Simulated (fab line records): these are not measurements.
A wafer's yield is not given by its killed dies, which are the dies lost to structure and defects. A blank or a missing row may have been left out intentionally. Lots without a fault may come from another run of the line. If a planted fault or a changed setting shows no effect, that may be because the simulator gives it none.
Which tool is to blame? || flow gf180mcu || Sampling: 6 lots, 18 wafers, 3 of 602 route steps

WHAT THE GAUGES READ, wafer by wafer
GF_HV_LDD_CD_MEAS_07: target cd 400 nm.
{"lot": "L678", "measured": "day 10 16:47", "on": "cdSem-01", "cdNm (nm)": "399.8 400.6 398.0"}
{"lot": "L680", "measured": "day 11 13:51", "on": "cdSem-02", "cdNm (nm)": "401.0 402.6 402.7"}
{"lot": "L683", "measured": "day 12 10:41", "on": "cdSem-01", "cdNm (nm)": "401.1 400.4 400.8"}
{"lot": "L686", "measured": "day 13 10:19", "on": "cdSem-01", "cdNm (nm)": "- - -"}
{"lot": "L695", "measured": "day 16 01:08", "on": "cdSem-01", "cdNm (nm)": "400.3 402.8 400.5"}
{"lot": "L698", "measured": "day 17 05:17", "on": "cdSem-02", "cdNm (nm)": "397.8 398.4 399.5"}

EACH LOT AND THE TOOL THAT RAN IT (in order: tool; ch and the chambers of the sampled wafers; start)
{"lot": "L678", "GF_VT_IMPLANT_STRIP_20": "plasmaAsher-04 ch 0,1, day 6 21:26", "GF_HV_LDD_EXPOSE_04": "ilineStepper-01 ch 0, day 10 08:28"}
{"lot": "L680", "GF_VT_IMPLANT_STRIP_20": "plasmaAsher-03 ch 0,1, day 7 14:44", "GF_HV_LDD_EXPOSE_04": "ilineStepper-02 ch 0, day 11 04:43"}
{"lot": "L683", "GF_VT_IMPLANT_STRIP_20": "plasmaAsher-04 ch 0,1, day 8 09:00", "GF_HV_LDD_EXPOSE_04": "ilineStepper-02 ch 0, day 12 01:07"}
{"lot": "L686", "GF_VT_IMPLANT_STRIP_20": "plasmaAsher-01 ch 0,1, day 9 05:51", "GF_HV_LDD_EXPOSE_04": "ilineStepper-01 ch 0, day 13 00:31"}
{"lot": "L695", "GF_VT_IMPLANT_STRIP_20": "plasmaAsher-04 ch 0,1, day 11 10:50", "GF_HV_LDD_EXPOSE_04": "ilineStepper-01 ch 0, day 15 14:31"}
{"lot": "L698", "GF_VT_IMPLANT_STRIP_20": "plasmaAsher-01 ch 0,1, day 12 10:50", "GF_HV_LDD_EXPOSE_04": "ilineStepper-02 ch 0, day 16 18:32"}
- GF_VT_IMPLANT_STRIP_20: strips in O2/N2.
- GF_HV_LDD_EXPOSE_04: exposes mask Nplus LV AREA, target cd 400 nm.

THE ANSWER, worked out from the rows above alone
Rule: the lots themselves supply what counts as usual. The widest of any qualifying gaps counts: lots, ordered by their means at a reading, are off when they make up no more than a third of the lots, leave a main group of 4 or more, and stand apart from it by 3 or more times the standard deviation of that group's means. If all means in a main group match to the digits the tables above print for the reading, that group is not used. Also off: a lot with no number at a reading for which 4 or more lots have one. The other lots that the step has rows for count as sound.
Off at GF_HV_LDD_CD_MEAS_07 (cdNm): L686. Without a number there: L686. The main group has a mean of 400.4 nm with a standard deviation of 1.3.
If a tool, at a process step before that reading, ran all the lots that are off and no sound lot after the first of them, it fits. The gauges at GF_HV_LDD_CD_MEAS_07 are tried like those tools. Of those tried, none fits.

WHAT THE SIMULATOR HAD INSERTED
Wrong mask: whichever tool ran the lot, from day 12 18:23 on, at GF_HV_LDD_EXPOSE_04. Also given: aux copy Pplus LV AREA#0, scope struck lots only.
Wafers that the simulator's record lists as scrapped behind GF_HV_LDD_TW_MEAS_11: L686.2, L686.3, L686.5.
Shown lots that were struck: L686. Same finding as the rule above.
